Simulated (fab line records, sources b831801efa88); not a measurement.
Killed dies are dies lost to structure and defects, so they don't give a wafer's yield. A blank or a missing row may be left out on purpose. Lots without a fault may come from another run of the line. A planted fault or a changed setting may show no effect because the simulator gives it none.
Split-lot experiment | flow sfq_line | 5 lots, 27 wafers read, on a route of 325 steps

THE SPLIT
At SFQ_TRILAYER_JJ_TRILAYER_DEP_SPUTTER_112 (material Nb, target thk 170 nm, time 113.3 s), the setting time_s was moved away from the recipe's 113.3 s on 12 of the 27 wafers read, by -42.6% to +59.0%. The other wafers ran this setting at the recipe's value.

The file shows no step between the split and the reading.

THE READING
JJ_NB_RS, in ohm/sq, at SFQ_JJ_RS_MEAS_929 (measures by four-point-probe). Fault-free wafers of this fab line usually give 1.044 ohm/sq, standard deviation 0.012 ohm/sq.

wafer  | tool, chamber at the split | time_s as run, s | against the recipe | JJ_NB_RS, ohm/sq | against lot-mates on the recipe
L075.1 | pvd_sputter-03, -          | 77.59            | -31.5%             | 1.573            | +0.527
L075.2 | pvd_sputter-03, -          | 113.3            | recipe             | 1.047            | -
L075.3 | pvd_sputter-03, -          | 77.59            | -31.5%             | 1.556            | +0.510
L075.4 | pvd_sputter-03, -          | 113.3            | recipe             | 1.050            | -
L075.5 | pvd_sputter-03, -          | 113.3            | recipe             | 1.041            | -
L075.6 | pvd_sputter-03, -          | 77.59            | -31.5%             | 1.554            | +0.508
L076.3 | pvd_sputter-05, -          | 113.3            | recipe             | 1.033            | -
L076.4 | pvd_sputter-05, -          | 113.3            | recipe             | 1.015            | -
L076.5 | pvd_sputter-05, -          | 113.3            | recipe             | 1.019            | -
L078.1 | pvd_sputter-05, -          | 180.2            | +59.0%             | 0.650            | -0.389
L078.2 | pvd_sputter-05, -          | 113.3            | recipe             | 1.042            | -
L078.3 | pvd_sputter-05, -          | 113.3            | recipe             | 1.039            | -
L078.4 | pvd_sputter-05, -          | 180.2            | +59.0%             | 0.651            | -0.388
L078.5 | pvd_sputter-05, -          | 180.2            | +59.0%             | 0.650            | -0.389
L078.6 | pvd_sputter-05, -          | 113.3            | recipe             | 1.036            | -
L080.1 | pvd_sputter-03, -          | 113.3            | recipe             | 1.031            | -
L080.2 | pvd_sputter-03, -          | 113.3            | recipe             | 1.021            | -
L080.3 | pvd_sputter-03, -          | 150.4            | +32.7%             | 0.781            | -0.249
L080.4 | pvd_sputter-03, -          | 150.4            | +32.7%             | 0.777            | -0.253
L080.5 | pvd_sputter-03, -          | 150.4            | +32.7%             | 0.775            | -0.255
L080.6 | pvd_sputter-03, -          | 113.3            | recipe             | 1.039            | -
L084.1 | pvd_sputter-05, -          | 65.03            | -42.6%             | 1.830            | +0.792
L084.2 | pvd_sputter-05, -          | 113.3            | recipe             | 1.041            | -
L084.3 | pvd_sputter-05, -          | 113.3            | recipe             | 1.030            | -
L084.4 | pvd_sputter-05, -          | 113.3            | recipe             | 1.043            | -
L084.5 | pvd_sputter-05, -          | 65.03            | -42.6%             | 1.783            | +0.745
L084.6 | pvd_sputter-05, -          | 65.03            | -42.6%             | 1.834            | +0.796

THE FIT
A straight line over all 27 wafers: JJ_NB_RS changes by -0.0112 ohm/sq for each +1% of time_s; r = -0.94; the points scatter about the line by 0.12 ohm/sq.
The same after taking each lot's own level away (the mean of its wafers on the recipe; 27 wafers): -0.0112 ohm/sq for each +1%; r = -0.94; scatter 0.12 ohm/sq.
On that fit, the largest move of time_s shifts the reading by 0.66 ohm/sq.
The lots' own levels span 1.0223 to 1.0460 ohm/sq, that is 2.0 times the standard deviation above.
So the lot-to-lot level changes the slope little: the two slopes agree.
Check: with one of the wafers moved furthest among these (+59.0%) left out of the fit, the line predicts -0.605 ohm/sq for it against its lot-mates. It came out at -0.389 ohm/sq against them.

OTHER SPLITS ON THESE WAFERS
These wafers also went through other splits before the reading. Each is held against what the fit with the lots' levels taken away leaves over:
other split on the same wafers                    | wafers away from the commonest value | r with JJ_NB_RS (lot level and that fit taken away)
SFQ_TRILAYER_I3_VIA_BARC_OPEN_VIA_ETCH_121 time_s | 9                                    | -0.08

THE WHOLE CHAIN: every reading that the file lists as answering this split, in the file's order
step                                     | what it does                                                               | reading                                                                                            | change (the file's fit)                                                              | r (the file's)
SFQ_TRILAYER_JJ_TRILAYER_DEP_SPUTTER_112 | material Nb, target thk 170 nm, time 113.3 s                               | Nb_of_TRILAYER_JJ_TRILAYER_DEP_SPUTTER_112.thk_nm (the simulator's own value, which no gauge read) | +1.72 nm for each +1% of the setting                                                 | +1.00
SFQ_JJ_RS_MEAS_929                       | measures by four-point-probe                                               | JJ_NB_RS                                                                                           | -0.0109 for each +1% of the setting                                                  | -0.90
SFQ_TRILAYER_JJ_CE_ETCH_RIE_118          | chemistry SF6, target Nb, stops on Al2O3, time 97.7 s, target depth 170 nm | oes_product_au                                                                                     | not straight: 0.740 at the lowest setting, 0.986 at the recipe, 1.002 at the highest | not given

THE FILE'S OWN FIT
JJ_NB_RS changes by -0.0109 ohm/sq for each +1% of time_s, r = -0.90.
